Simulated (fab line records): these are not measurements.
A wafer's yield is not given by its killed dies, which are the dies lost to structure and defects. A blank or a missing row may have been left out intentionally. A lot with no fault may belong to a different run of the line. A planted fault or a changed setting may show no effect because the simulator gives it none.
Chamber matching | flow sky130 | SKY_VIA1_CMP_24 on cmp-02 has 4 sister chambers
The step polishes, stops on SiO2, t overpolish 15 s, target thk 0 nm. 4 wafers are shown with their chamber, then 9 later ones without.

## WAFERS PAIRED WITH THEIR CHAMBERS
wafer  | chamber | motor_current_A (A)
L915.4 | 1       | 12.7
L917.1 | 0       | 11.5
L919.1 | 3       | 9.9
L919.5 | 2       | 13.1

## WAFERS WHOSE CHAMBER IS MISSING
wafer  | motor_current_A (A)
L921.1 | 11.6
L921.4 | 12.3
L921.6 | 12.4
L922.2 | 12.2
L922.3 | 9.9
L922.6 | 12.3
L923.2 | 11.5
L923.3 | 12.9
L923.6 | 12.6

## EACH ONE'S CHAMBER
wafer  | from the rows above          | in truth
L921.1 | 0                            | 0
L921.4 | can't be placed: 1 or 2 or 0 | 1
L921.6 | can't be placed: 1 or 2      | 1
L922.2 | can't be placed: 1 or 0 or 2 | 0
L922.3 | 3                            | 3
L922.6 | can't be placed: 1 or 2 or 0 | 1
L923.2 | 0                            | 0
L923.3 | can't be placed: 2 or 1      | 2
L923.6 | can't be placed: 1 or 2      | 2
Placed correctly: 3 of 9. Can't be placed from these rows: 6 (the true chamber is among the candidates in 6). Placed wrongly: 0.
How it was worked out, from the rows above alone: a wafer's distance from a chamber is the root of the sum, over the readings, of the square of ((its reading less the chamber's mean) divided by the reading's scatter). If the next closest chamber is less than 2 further off than the closest, the wafer can't be placed; otherwise it belongs to the closest. A chamber's mean is the mean of its shown wafers. The scatter: root of mean squared gap, hidden wafer to nearest shown wafer, with one shown wafer a chamber.
